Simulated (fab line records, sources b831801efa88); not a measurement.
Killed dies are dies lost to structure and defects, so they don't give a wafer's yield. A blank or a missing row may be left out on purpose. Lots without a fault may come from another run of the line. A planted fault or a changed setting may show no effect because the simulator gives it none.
Which tool did it? | flow sky130 | 14 lots, 42 wafers sampled, at 4 steps of a route of 708

WHAT THE GAUGES READ, wafer by wafer
SKY_SONOS_TUNNEL_CD_MEAS_07: target cd 410 nm. Usual: cd_nm 410.3 nm, standard deviation 2.1.
lot  | measured     | on        | cd_nm (nm)        | flag
L358 | day 12 01:02 | cd_sem-01 | 413.0 409.9 409.2 |
L359 | day 12 09:34 | cd_sem-02 | 410.5 413.2 408.6 |
L360 | day 12 20:35 | cd_sem-02 | 407.7 409.8 410.7 |
L362 | day 13 01:22 | cd_sem-01 | 413.0 414.3 410.8 |
L363 | day 13 13:04 | cd_sem-01 | 408.2 407.7 409.0 |
L367 | day 15 01:10 | cd_sem-02 | 411.5 411.3 413.9 |
L368 | day 15 01:32 | cd_sem-02 | 413.4 411.0 411.6 |
L373 | day 17 13:18 | cd_sem-02 | 412.0 412.0 410.8 |
L374 | day 18 05:56 | cd_sem-01 | 410.0 408.3 406.5 |
L375 | day 18 09:11 | cd_sem-02 | 412.6 412.5 410.6 |
L377 | day 18 19:27 | cd_sem-02 | 409.7 409.6 412.2 |
L378 | day 18 23:44 | cd_sem-02 | 411.3 410.9 410.0 |
L379 | day 19 05:10 | cd_sem-02 | 411.2 410.3 410.5 |
L380 | day 19 11:49 | cd_sem-02 | 409.0 408.8 407.2 |

SKY_SONOS_ONO_CD_MEAS_13: target cd 410 nm. Usual: cd_nm 410.4 nm, standard deviation 2.4.
lot  | measured     | on        | cd_nm (nm)        | flag
L358 | day 13 08:29 | cd_sem-02 | 411.6 410.8 414.0 |
L359 | day 13 15:24 | cd_sem-01 | 412.0 413.3 413.1 |
L360 | day 14 05:13 | cd_sem-01 | 409.8 408.6 411.9 |
L362 | day 14 07:14 | cd_sem-01 | 409.3 409.0 407.4 |
L363 | day 14 22:42 | cd_sem-02 | 407.4 407.8 409.3 |
L367 | day 16 08:52 | cd_sem-02 | - - -             | OFF
L368 | day 16 11:02 | cd_sem-02 | - - -             | OFF
L373 | day 19 02:13 | cd_sem-02 | 410.8 409.5 409.0 |
L374 | day 19 16:54 | cd_sem-01 | 405.8 404.5 404.8 |
L375 | day 19 21:29 | cd_sem-02 | 410.8 409.5 411.0 |
L377 | day 20 06:39 | cd_sem-02 | 412.6 411.4 410.5 |
L378 | day 20 13:38 | cd_sem-01 | 409.0 406.2 404.1 |
L379 | day 20 16:18 | cd_sem-01 | 415.0 414.2 413.9 |
L380 | day 21 03:34 | cd_sem-02 | 407.4 405.4 409.9 |

SKY_GATE_OXIDE_OVL_MEAS_10. Usual: GATE_OXIDE_OVL 0.7 nm, standard deviation 1.3.
lot  | measured     | on         | GATE_OXIDE_OVL (nm) | flag
L358 | day 14 13:37 | overlay-01 | -2.2 -2.4 -1.3      |
L359 | day 14 21:00 | overlay-01 | -0.4 1.2 -1.1       |
L360 | day 15 09:20 | overlay-01 | 0.8 3.5 2.7         |
L362 | day 15 12:12 | overlay-01 | 1.4 2.3 1.2         |
L363 | day 16 05:02 | overlay-02 | 0.0 3.6 2.3         |
L373 | day 20 11:43 | overlay-01 | 0.7 -0.4 0.5        |
L374 | day 21 04:17 | overlay-01 | 2.9 1.1 1.0         |
L375 | day 21 12:05 | overlay-02 | 0.9 -0.2 0.3        |
L377 | day 21 19:59 | overlay-02 | 1.5 0.2 1.8         |
L378 | day 22 03:17 | overlay-01 | 2.2 2.8 2.2         |
L379 | day 22 03:42 | overlay-02 | 0.7 0.6 0.9         |
L380 | day 22 12:26 | overlay-02 | 0.4 1.5 -0.2        |

WHICH TOOL RAN EACH LOT (tool, then ch and the chambers of the sampled wafers, then the start)
lot  | SKY_SONOS_ONO_EXPOSE_10
L358 | iline_stepper-02 ch 0, day 12 20:27
L359 | iline_stepper-01 ch 0, day 13 02:42
L360 | iline_stepper-02 ch 0, day 13 16:45
L362 | iline_stepper-02 ch 0, day 13 18:42
L363 | iline_stepper-01 ch 0, day 14 09:26
L367 | iline_stepper-02, day 15 19:25
L368 | iline_stepper-02, day 15 21:02
L373 | iline_stepper-02 ch 0, day 18 11:41
L374 | iline_stepper-01 ch 0, day 19 01:52
L375 | iline_stepper-01 ch 0, day 19 05:41
L377 | iline_stepper-01 ch 0, day 19 15:39
L378 | iline_stepper-02 ch 0, day 19 23:01
L379 | iline_stepper-01 ch 0, day 20 01:30
L380 | iline_stepper-02 ch 0, day 20 12:37
- SKY_SONOS_ONO_EXPOSE_10: exposes mask ONOM, target cd 410 nm.

WHAT THE TOOLS THEMSELVES READ (means of the sampled wafers that have a number; where no wafer has one, the mark that the record gives instead)
SKY_SONOS_ONO_EXPOSE_10. Usual: exposure_dose_mJ_cm2 149.95, standard deviation 0.15; focus_offset_nm 0.0 nm, standard deviation 0.49.
lot  | tool             | exposure_dose_mJ_cm2 | focus_offset_nm (nm) | flag
L358 | iline_stepper-02 | 149.93               | 0.0                  |
L359 | iline_stepper-01 | 149.72               | 0.3                  |
L360 | iline_stepper-02 | 149.94               | 0.1                  |
L362 | iline_stepper-02 | 150.13               | 0.3                  |
L363 | iline_stepper-01 | 149.86               | -0.1                 |
L367 | iline_stepper-02 | -                    | -                    | OFF
L368 | iline_stepper-02 | -                    | -                    | OFF
L373 | iline_stepper-02 | 149.74               | -0.2                 |
L374 | iline_stepper-01 | 150.00               | -0.5                 |
L375 | iline_stepper-01 | 149.79               | 0.5                  |
L377 | iline_stepper-01 | 150.06               | 0.2                  |
L378 | iline_stepper-02 | 150.12               | -0.2                 |
L379 | iline_stepper-01 | 150.00               | -0.2                 |
L380 | iline_stepper-02 | 150.01               | -0.6                 |

THE ANSWER, worked out from the rows above alone
Rule: a lot is off if the mean of its wafers that have a number lies more than 3 standard deviations from the usual mean. A lot without any number at a reading at which 4 lots or more have one is off too. The other lots that the step has rows for count as sound. The gauges are gone through in route order, then the tools' own readings, and for those a lot's mean is taken as printed above. The first step at which some lot is off is used, and at that step the reading that is off furthest; a lot without a number counts as furthest.
Off: L367, L368, at SKY_SONOS_ONO_CD_MEAS_13 (cd_nm). Without a number there: L367, L368.
A tool fits if, at a process step before that reading, it ran every lot that is off, and no sound lot after the first of them. The gauges at SKY_SONOS_ONO_CD_MEAS_13 aren't tried: what is off there is off at SKY_SONOS_ONO_EXPOSE_10 too, on other tools, and a gauge's error can't cause that. None of those tried fits.

WHAT THE SIMULATOR HAD PUT IN
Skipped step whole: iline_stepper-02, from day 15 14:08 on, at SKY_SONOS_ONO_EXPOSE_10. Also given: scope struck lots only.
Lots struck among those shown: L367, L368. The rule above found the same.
